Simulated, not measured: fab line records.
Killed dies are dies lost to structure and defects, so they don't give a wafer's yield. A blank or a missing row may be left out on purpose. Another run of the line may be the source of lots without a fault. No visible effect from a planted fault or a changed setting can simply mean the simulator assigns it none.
fab line records -- flow sky130
record lots=7, wafers=18, lastDay=50
route steps=708 shown CONTACT@418 METAL1@434 PAD_OPEN@708
lots that met no fault: taken from a fault-free run of the same line
startH: hours from the record's first day to the start of the lot's first wafer shown -- waitH: hours from the lot's prior step to this one -- " as in the row above -- L1.1+2: a row that stands for several wafers -- - no value, or no start was given -- * or withheld: withheld -- < > ~ a bound
route shown NAME@n: NAME is a module with steps in the file, n the number in the route of the first one -- usual: mean/standard deviation taken from wafers without a fault -- same: alike in all rows -- chamber/n: place in a boat -- sites: readings site by site -- _std_site: their standard deviation -- _edge_site: outer sites' mean less inner sites' -- radiusMm: how far each site lies from the wafer's centre -- mask NAME#n: copy n -- behind: the last tool/chamber to shape the wafer -- hold: what put the lot on hold/how long, in hours/how the hold closed -- device: whichever transistor did not switch (one of n, p or np) -- end of line: the same wafers' tests at the end of the route -- a step without rows: its recipe alone -- killed: count of dies lost to structure and defects at first sort (not the wafer's yield) -- map: a wafer's dies, marking killed ones x, the rest . and places with no die _
set.NAME: the setting that was run; set.NAME@STEP: the one run at that earlier step -- model.NAME: the simulator's own value behind a step, which no gauge read
lots at selected steps of the route; one table per step, one row per wafer
services: when a tool's chamber went out of use (startH, in hours from the record's first day, below 0 if earlier), for how many hours, and the reason
## steps
# step SKY_CONTACT_PEB_12
# recipe pebTempC=withheld, pebTimeS=withheld, resist=KrF-thick
# step SKY_CONTACT_DEVELOP_13
# recipe developTimeS=60, resist=KrF-thick, devTempC=21
# step SKY_CONTACT_CD_MEAS_14
# recipe targetCdNm=170
# usual cdNm=169.8/1.6
lot.wafer,tool,chamber,startH,waitH,cdNm
L633.2,cdSem-01,-,764.52,-,169.9
L633.3,cdSem-01,-,764.52,-,169.0
L633.6,cdSem-01,-,764.52,-,170.8
L638.2,cdSem-01,-,814.82,-,167.4
L638.6,cdSem-01,-,814.82,-,168.3
L639.2,cdSem-02,-,817.87,-,169.5
L639.6,cdSem-02,-,817.87,-,169.8
L641.1,cdSem-01,-,825.20,-,167.1
L641.2,cdSem-01,-,825.20,-,167.4
L640.1,cdSem-02,-,827.35,-,168.4
L640.5,cdSem-02,-,827.35,-,168.3
L640.6,cdSem-02,-,827.35,-,169.1
L650.2,cdSem-01,-,878.07,-,169.4
L650.3,cdSem-01,-,878.07,-,170.2
L650.6,cdSem-01,-,878.07,-,169.5
L654.3,cdSem-02,-,904.59,-,168.3
L654.4,cdSem-02,-,904.59,-,168.6
L654.5,cdSem-02,-,904.59,-,168.1
# step SKY_CONTACT_OVL_MEAS_15
# usual CONTACT_OVL=1/4.8
lot.wafer,tool,chamber,startH,waitH,CONTACT_OVL[nm]
L633.2,overlay-01,-,764.63,0.1,-2
L633.3,overlay-01,-,764.63,0.1,-7
L633.6,overlay-01,-,764.63,0.1,-2
L638.2,overlay-01,-,814.92,0.1,-3
L638.6,overlay-01,-,814.92,0.1,-6
L639.2,overlay-02,-,817.97,0.1,-2
L639.6,overlay-02,-,817.97,0.1,-4
L641.1,overlay-01,-,825.32,0.1,4
L641.2,overlay-01,-,825.32,0.1,11
L640.1,overlay-01,-,827.47,0.1,2
L640.5,overlay-01,-,827.47,0.1,0
L640.6,overlay-01,-,827.47,0.1,8
L650.2,overlay-01,-,878.18,0.1,-2
L650.3,overlay-01,-,878.18,0.1,-1
L650.6,overlay-01,-,878.18,0.1,-2
L654.3,overlay-02,-,904.68,0.1,0
L654.4,overlay-02,-,904.68,0.1,-9
L654.5,overlay-02,-,904.68,0.1,-3
# step SKY_CONTACT_ETCH_16
# recipe chemistry=N2/H2, target=BARC, ionEnergyEv=200, sourceW=500, biasW=100, pressureMtorr=30, n2FlowSccm=100, h2FlowSccm=200, stopOn=SiO2, timeS=45.9, targetDepthA=600
# usual drypumpMotorCurrentA=5.6/0.4, oesProductAu=0.855/0.0047, rfFwdPowerW=495.1/2, throttleValvePct=13.223/0.01
lot.wafer,tool,chamber,startH,waitH,drypumpMotorCurrentA,oesProductAu,rfFwdPowerW,rfHoursCounterH,throttleValvePct
L633.2,rieDiel-01,1,764.66,0.0,5.3,0.854,498.7,5,13.231
L633.3,rieDiel-01,3,764.66,0.0,5.5,0.859,497.3,7,13.211
L633.6,rieDiel-01,3,764.66,0.0,5.5,0.862,497.4,-,13.241
L638.2,rieDiel-04,3,814.95,0.0,5.5,0.860,493.8,5,13.208
L638.6,rieDiel-04,0,814.95,0.0,5.2,0.854,493.6,-,13.226
L639.2,rieDiel-04,1,818.00,0.0,5.7,0.851,495.2,6,13.217
L639.6,rieDiel-04,2,818.00,0.0,5.9,0.854,496.0,-,13.211
L641.1,rieDiel-01,0,825.35,0.0,6.6,0.855,492.4,12,13.230
L641.2,rieDiel-01,1,825.35,0.0,5.4,0.848,498.6,6,13.220
L640.1,rieDiel-01,3,827.51,0.0,5.5,0.850,495.6,9,13.226
L640.5,rieDiel-01,2,827.51,0.0,5.5,0.856,496.2,-,13.216
L640.6,rieDiel-01,1,827.51,0.0,5.3,0.853,498.6,-,13.222
L650.2,rieDiel-01,2,878.21,0.0,5.5,0.860,495.5,9,13.225
L650.3,rieDiel-01,1,878.21,0.0,5.3,0.852,494.0,8,13.221
L650.6,rieDiel-01,2,878.21,0.0,5.5,0.849,496.0,-,13.219
L654.3,rieDiel-04,1,904.71,0.0,5.7,0.859,493.1,9,13.207
L654.4,rieDiel-04,2,904.71,0.0,5.9,0.853,496.4,24,13.230
L654.5,rieDiel-04,3,904.71,0.0,5.5,0.858,496.2,-,13.218
# step SKY_CONTACT_ETCH_17
# recipe target=SiO2, chemistry=C4F8/O2/Ar, stopOn=Si3N4, maskMaterial=KrF-thick, sourceW=1500, biasW=1200, pressureMtorr=40, c4f8FlowSccm=withheld, O2_flow_sccm=6, Ar_flow_sccm=300, timeS=withheld, targetDepthA=3400
# usual oesProductAu=0.892/0.0047, rfFwdPowerW=1488/4.9
lot.wafer,tool,chamber,startH,waitH,oesProductAu,rfFwdPowerW
L633.2,rieDiel-01,1,764.70,0.0,0.896,1490
L633.3,rieDiel-01,3,764.70,0.0,0.890,1491
L633.6,rieDiel-01,3,764.70,0.0,0.889,1490
L638.2,rieDiel-04,3,814.99,0.0,0.901,1483
L638.6,rieDiel-04,0,814.99,0.0,0.881,1487
L639.2,rieDiel-04,1,818.04,0.0,0.897,1482
L639.6,rieDiel-04,2,818.04,0.0,0.888,1490
L641.1,rieDiel-01,0,825.39,0.0,0.889,1484
L641.2,rieDiel-01,1,825.39,0.0,0.894,1498
L640.1,rieDiel-01,3,827.55,0.0,0.886,1495
L640.5,rieDiel-01,2,827.55,0.0,0.889,1488
L640.6,rieDiel-01,1,827.55,0.0,0.895,1492
L650.2,rieDiel-01,2,878.25,0.0,0.894,1483
L650.3,rieDiel-01,1,878.25,0.0,0.902,1498
L650.6,rieDiel-01,2,878.25,0.0,0.891,1487
L654.3,rieDiel-04,1,904.75,0.0,0.893,1480
L654.4,rieDiel-04,2,904.75,0.0,0.885,1487
L654.5,rieDiel-04,3,904.75,0.0,0.896,1483
# step SKY_CONTACT_ETCH_18
# recipe target=Si3N4, chemistry=CHF3/O2, stopOn=TiN, sourceW=600, biasW=200, pressureMtorr=40, chf3FlowSccm=50, O2_flow_sccm=5, timeS=39, targetDepthA=750
# usual drypumpMotorCurrentA=5.6/0.4, oesProductAu=0.856/0.0065, rfFwdPowerW=593.3/2.5, throttleValvePct=8.793/0.0093
lot.wafer,tool,chamber,startH,waitH,drypumpMotorCurrentA,oesProductAu,rfFwdPowerW,rfHoursCounterH,throttleValvePct
L633.2,rieDiel-01,1,-,-,5.3,0.855,594.2,5,8.790
L633.3,rieDiel-01,3,-,-,5.4,0.865,594.8,7,8.794
L633.6,rieDiel-01,3,-,-,5.5,0.863,594.0,-,8.790
L638.2,rieDiel-04,3,-,-,5.5,0.850,593.2,5,8.790
L638.6,rieDiel-04,0,-,-,5.2,0.860,592.8,-,8.793
L639.2,rieDiel-04,1,-,-,5.7,0.851,589.2,6,8.789
L639.6,rieDiel-04,2,-,-,5.9,0.859,594.5,-,8.793
L641.1,rieDiel-01,0,-,-,6.6,0.856,591.0,12,8.804
L641.2,rieDiel-01,1,-,-,5.3,0.863,596.7,6,8.796
L640.1,rieDiel-01,3,-,-,5.5,0.851,595.5,9,8.801
L640.5,rieDiel-01,2,-,-,5.6,0.859,592.8,-,8.789
L640.6,rieDiel-01,1,-,-,5.3,0.857,595.4,-,8.796
L650.2,rieDiel-01,2,-,-,5.5,0.867,590.4,9,8.795
L650.3,rieDiel-01,1,-,-,5.3,0.855,596.4,8,8.774
L650.6,rieDiel-01,2,-,-,5.5,0.867,590.3,-,8.798
L654.3,rieDiel-04,1,-,-,5.7,0.857,590.2,9,8.796
L654.4,rieDiel-04,2,-,-,5.9,0.866,594.6,24,8.798
L654.5,rieDiel-04,3,-,-,5.5,0.866,593.3,-,8.795
# step SKY_CONTACT_STRIP_19
# recipe chemistry=O2/N2, powerW=1400, pressureMtorr=1500, platenTempC=withheld, o2FlowSccm=3000, n2FlowSccm=300, overashFraction=0.5
# usual drypumpMotorCurrentA=5.6/0.44, oesProductAu=0.381/0.0048, stripTimeToEndpointS=3.609/0.025
lot.wafer,tool,chamber,startH,waitH,drypumpMotorCurrentA,oesProductAu,rfHoursCounterH,stripTimeToEndpointS
L633.2,plasmaAsher-04,0,764.79,-,5.2,0.384,2,3.622
L633.3,plasmaAsher-04,0,764.79,-,5.2,0.382,-,3.589
L633.6,plasmaAsher-04,0,764.79,-,5.2,0.383,-,3.598
L638.2,plasmaAsher-04,0,815.08,-,5.2,0.384,7,3.636
L638.6,plasmaAsher-04,0,815.08,-,5.2,0.380,-,3.599
L639.2,plasmaAsher-04,1,818.13,-,6.0,0.379,7,3.627
L639.6,plasmaAsher-04,1,818.13,-,6.0,0.383,-,3.583
L641.1,plasmaAsher-04,1,825.48,-,6.0,0.394,8,3.591
L641.2,plasmaAsher-04,0,825.48,-,5.2,0.388,8,3.616
L640.1,plasmaAsher-03,0,827.64,-,6.2,0.380,100,3.596
L640.5,plasmaAsher-03,0,827.64,-,6.2,0.389,-,3.637
L640.6,plasmaAsher-03,1,827.64,-,5.6,0.381,-,3.624
L650.2,plasmaAsher-04,0,878.34,-,5.2,0.375,15,3.586
L650.3,plasmaAsher-04,0,878.34,-,5.2,0.388,-,3.582
L650.6,plasmaAsher-04,1,878.34,-,6.0,0.381,-,3.606
L654.3,plasmaAsher-03,0,904.87,-,6.2,0.378,-,3.586
L654.4,plasmaAsher-03,1,904.87,-,5.6,0.381,-,3.637
L654.5,plasmaAsher-03,0,904.87,-,6.2,0.381,-,3.607
# step SKY_CONTACT_STRIP_20
# recipe chemistry=postEtchResidueRemover, timeS=1200, tempC=72.5
# step SKY_CONTACT_CLEAN_21
# recipe chemistry=IPA, timeS=180, tempC=25
# step SKY_CONTACT_CLEAN_22
# recipe chemistry=O3/DIW, dry=n2Spin
# step SKY_CONTACT_SPUTTER_23
# recipe material=TiN, targetThkNm=20, chamberPressurePa=5, powerW=4000, timeS=80
# usual throttleValvePct=30.2/0.91
lot.wafer,tool,chamber,startH,waitH,throttleValvePct
L633.2,pvdSputter-01,-,765.38,0.0,28.8
L633.3,pvdSputter-01,-,765.38,0.0,30.1
L633.6,pvdSputter-01,-,765.38,0.0,28.9
L638.2,pvdSputter-01,-,815.69,0.0,30.0
L638.6,pvdSputter-01,-,815.69,0.0,29.1
L639.2,pvdSputter-01,-,818.82,0.0,28.4
L639.6,pvdSputter-01,-,818.82,0.0,30.2
L641.1,pvdSputter-02,-,826.19,0.0,29.6
L641.2,pvdSputter-02,-,826.19,0.0,31.4
L640.1,pvdSputter-02,-,828.24,0.0,31.3
L640.5,pvdSputter-02,-,828.24,0.0,31.2
L640.6,pvdSputter-02,-,828.24,0.0,31.4
L650.2,pvdSputter-03,-,878.93,0.0,30.6
L650.3,pvdSputter-03,-,878.93,0.0,29.4
L650.6,pvdSputter-03,-,878.93,0.0,30.8
L654.3,pvdSputter-02,-,905.43,0.0,30.7
L654.4,pvdSputter-02,-,905.43,0.0,29.7
L654.5,pvdSputter-02,-,905.43,0.0,32.2
# step SKY_CONTACT_CVD_24
# recipe material=W, targetThkNm=340, timeS=102.12, tempC=400, pressureTorr=40
# usual heaterPowerOuterW=547/54, heaterPowerW=869/52
lot.wafer,tool,chamber,startH,waitH,heaterPowerOuterW,heaterPowerW,model.W_of_CONTACT_CVD_24.thkNm
L633.2,cvdW-01,1,765.44,0.0,517,869,341
L633.3,cvdW-01,1,765.44,0.0,526,891,343.9
L633.6,cvdW-01,0,765.44,0.0,453,782,339.3
L638.2,cvdW-01,1,815.75,0.0,533,877,636.4
L638.6,cvdW-01,1,815.75,0.0,522,872,339.9
L639.2,cvdW-01,1,818.88,0.0,529,871,635.6
L639.6,cvdW-01,1,818.88,0.0,527,864,345.8
L641.1,cvdW-01,1,826.25,0.0,525,886,338.2
L641.2,cvdW-01,0,826.25,0.0,449,765,639.2
L640.1,cvdW-02,1,828.30,0.0,533,877,342.9
L640.5,cvdW-02,0,828.30,0.0,625,915,347.4
L640.6,cvdW-02,1,828.30,0.0,542,869,341.1
L650.2,cvdW-02,1,878.99,0.0,548,887,339.4
L650.3,cvdW-02,0,878.99,0.0,618,903,337.6
L650.6,cvdW-02,1,878.99,0.0,548,874,335.6
L654.3,cvdW-02,0,905.53,0.1,619,922,339.5
L654.4,cvdW-02,1,905.53,0.1,546,856,339.5
L654.5,cvdW-02,0,905.53,0.1,604,915,342.3
# step SKY_CONTACT_RS_MEAS_25
# recipe thkMeasGauge=four-point-probe, reads=W_of_CONTACT_CVD_24+TiN_of_CONTACT_SPUTTER_23
# usual CONTACT_W_RS=0.336/0.0031
lot.wafer,tool,chamber,startH,waitH,CONTACT_W_RS[ohm/sq]
L633.2,filmMetro-01,-,765.57,0.1,0.335
L633.3,filmMetro-01,-,765.57,0.1,0.333
L633.6,filmMetro-01,-,765.57,0.1,0.337
L638.2,filmMetro-03,-,815.88,0.1,0.179
L638.6,filmMetro-03,-,815.88,0.1,0.337
L639.2,filmMetro-04,-,819.01,0.1,0.180
L639.6,filmMetro-04,-,819.01,0.1,0.332
L641.1,filmMetro-04,-,826.36,0.1,0.340
L641.2,filmMetro-04,-,826.36,0.1,0.179
L640.1,filmMetro-04,-,828.41,0.1,0.335
L640.5,filmMetro-04,-,828.41,0.1,0.331
L640.6,filmMetro-04,-,828.41,0.1,0.336
L650.2,filmMetro-01,-,879.12,0.1,0.339
L650.3,filmMetro-01,-,879.12,0.1,0.340
L650.6,filmMetro-01,-,879.12,0.1,0.342
L654.3,filmMetro-01,-,905.64,0.1,0.337
L654.4,filmMetro-01,-,905.64,0.1,0.336
L654.5,filmMetro-01,-,905.64,0.1,0.334
# step SKY_CONTACT_THK_MEAS_26
# recipe thkMeasGauge=xrf, reads=W_of_CONTACT_CVD_24
# usual CONTACT_W_THK=350/3.7
lot.wafer,tool,chamber,startH,waitH,CONTACT_W_THK[nm]
L633.2,filmMetro-01,-,765.68,0.1,353
L633.3,filmMetro-01,-,765.68,0.1,355
L633.6,filmMetro-01,-,765.68,0.1,349
L638.2,filmMetro-03,-,815.99,0.1,-
L638.6,filmMetro-03,-,815.99,0.1,346
L639.2,filmMetro-04,-,819.12,0.1,-
L639.6,filmMetro-04,-,819.12,0.1,355
L641.1,filmMetro-04,-,826.48,0.1,346
L641.2,filmMetro-04,-,826.48,0.1,-
L640.1,filmMetro-04,-,828.53,0.1,352
L640.5,filmMetro-04,-,828.53,0.1,358
L640.6,filmMetro-04,-,828.53,0.1,348
L650.2,filmMetro-01,-,879.23,0.1,346
L650.3,filmMetro-01,-,879.23,0.1,345
L650.6,filmMetro-01,-,879.23,0.1,344
L654.3,filmMetro-01,-,905.74,0.1,347
L654.4,filmMetro-01,-,905.74,0.1,347
L654.5,filmMetro-01,-,905.74,0.1,352
# step SKY_CONTACT_CMP_27
# recipe stopOn=SiO2, tOverpolishS=15, downForcePsi=3.5, platenRpm=60, targetThkNm=0, padVelocityMS=0.94248
# usual motorCurrentA=10.7/1.6, timeToEndpointS=82.8/2.6
lot.wafer,tool,chamber,startH,waitH,motorCurrentA,timeToEndpointS
L633.3,cmp-01,3,765.78,0.1,9.7,79.2
L633.2,cmp-01,0,765.78,0.1,8.1,85.0
L633.6,cmp-01,3,765.78,0.1,9.5,78.0
L638.2,cmp-02,3,816.04,0.0,11.1,152.7
L638.6,cmp-02,3,816.04,0.0,11.0,82.0
L639.2,cmp-01,2,819.32,0.2,11.1,156.4
L639.6,cmp-01,0,819.32,0.2,7.7,84.3
L641.2,cmp-02,0,826.54,0.0,10.3,155.8
L641.1,cmp-02,2,826.54,0.0,13.8,77.7
L640.1,cmp-01,2,828.59,0.1,12.5,86.1
L640.5,cmp-01,2,828.59,0.1,11.4,88.2
L640.6,cmp-01,3,828.59,0.1,9.0,83.0
L650.2,cmp-02,3,879.28,0.0,11.3,80.6
L650.3,cmp-02,0,879.28,0.0,10.3,87.3
L650.6,cmp-02,3,879.28,0.0,11.2,83.4
L654.3,cmp-02,0,905.81,0.1,10.4,84.4
L654.4,cmp-02,3,905.81,0.1,10.8,80.2
L654.5,cmp-02,1,905.81,0.1,9.9,84.4
# step SKY_METAL1_SPUTTER_00
# recipe material=Ti, targetThkNm=15, powerW=3000, timeS=10, chamberPressurePa=0.4
# step SKY_PAD_OPEN_PROBE_99
# usual killed_at_M0_to_M3=44/6.9, killed_at_M4_up=3.3/1.7, killedAtContacts=24/5.5, killedAtFrontEnd=16/4.5, killedAtOther=0.2/0.46, killedDies=87/9.1, killedOpen=48/7.3, killedShort=39/6.2
# same grossDies=492, killedAtBackSide=0
lot.wafer,tool,chamber,startH,waitH,killed_at_M0_to_M3,killed_at_M4_up,killedAtContacts,killedAtFrontEnd,killedAtOther,killedDies,killedOpen,killedShort
L640.1,prober-02,-,1146.15,0.1,43,4,27,11,1,86,50,36
L640.5,prober-02,-,1146.35,0.2,45,3,19,20,0,87,46,41
L640.6,prober-02,-,1146.40,0.2,50,4,22,9,0,85,49,36
L650.3,prober-01,-,1180.52,0.2,38,2,23,15,0,78,44,34
# killed by level:class
L640.1 CONTACT:geometricParticle:open=12 VIA1:geometricParticle:open=12 LI_CONTACT:geometricParticle:open=7 VIA3:geometricParticle:short=7 VIA3:geometricParticle:open=6 FIELD_ISO:geometricParticle:short=5 METAL1:geometricParticle:short=5 VIA2:geometricParticle:open=4
L640.5 VIA1:geometricParticle:open=13 FIELD_ISO:geometricParticle:short=6 LOCAL_INTERCONNECT:geometricParticle:short=6 CONTACT:geometricParticle:open=6 VIA2:geometricParticle:open=6 VIA3:geometricParticle:open=6 FIELD_ISO:geometricParticle:open=5 METAL1:geometricParticle:short=5
L640.6 VIA1:geometricParticle:open=15 CONTACT:geometricParticle:open=8 METAL1:geometricParticle:short=6 VIA3:geometricParticle:open=6 VIA2:geometricParticle:open=6 LOCAL_INTERCONNECT:geometricParticle:short=5 METAL2:geometricParticle:short=5 LI_CONTACT:geometricParticle:open=4
L650.3 VIA1:geometricParticle:open=11 CONTACT:geometricParticle:open=8 FIELD_ISO:geometricParticle:open=6 VIA3:geometricParticle:open=6 LI_CONTACT:geometricParticle:open=5 CONTACT:geometricParticle:short=5 METAL1:geometricParticle:short=5 FIELD_ISO:geometricParticle:short=4
## services
tool,chamber,startH,hours,kind
plasmaAsher-04,-,742.75,2.8,pm
plasmaAsher-04,0,742.75,-,clean
plasmaAsher-04,1,742.75,-,clean
cmp-02,-,744.37,4.0,pm
cmp-02,-,748.37,-,consumableReplace:conditioner
cmp-02,-,748.37,-,consumableReplace:pad
rieDiel-04,0,754.07,1.3,repair
rieDiel-04,-,754.43,0.2,repair
plasmaAsher-03,-,812.74,8.1,repair
rieDiel-01,0,826.50,8.2,repair
cvdW-02,-,827.84,0.3,repair
cmp-02,-,829.58,0.8,repair
cmp-01,-,837.63,7.8,pm
plasmaAsher-03,-,840.18,2.8,pm
pvdSputter-02,0,851.42,-,consumableReplace:kit
pvdSputter-02,0,851.42,18.0,scheduledDown
pvdSputter-02,0,851.42,18.0,ventCycle
cvdW-01,-,856.22,0.8,repair
rieDiel-01,3,865.09,3.4,repair
cmp-01,-,874.58,1.3,repair
plasmaAsher-04,-,883.22,0.8,repair
cvdW-01,-,904.00,14.0,pm
cvdW-01,0,904.00,14.0,ventCycle
cvdW-01,1,904.00,14.0,ventCycle
## key
firstSign step=SKY_CONTACT_RS_MEAS_25, reading=CONTACT_W_RS, direction=down, sigmas=50, usual=0.336, struck=0.179
effect step=SKY_CONTACT_THK_MEAS_26, reading=CONTACT_W_THK, direction=missing
effect step=SKY_CONTACT_CMP_27, reading=timeToEndpointS, direction=up, sigmas=28, usual=*, struck=*
modelEffect step=SKY_CONTACT_CVD_24, value=W_of_CONTACT_CVD_24.thkNm, without=341.2, struck=637.1
metAt SKY_CONTACT_CVD_24
struckWafers L638.2,L639.2,L641.2
testerLeftOut L638,L639,L641
onsetBetween 765.44 815.75
fault kind=processParameterDrift, tool=cvdW-01, chamber=-, onsetH=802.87, steps=SKY_CONTACT_CVD_24, channel=targetThkNm, offset=295.04, shape=step, endH=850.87, scope=struckWafersOnly, actsIn=theseRecipesOnly, stated=340
# testerLeftOut: of these lots the tester's yield and bins aren't shown, on N5 and GAA mostly nor the transistor test; their killed dies are dies lost to structure and defects alone, not to doping, threshold or leakage, so they don't give the yield
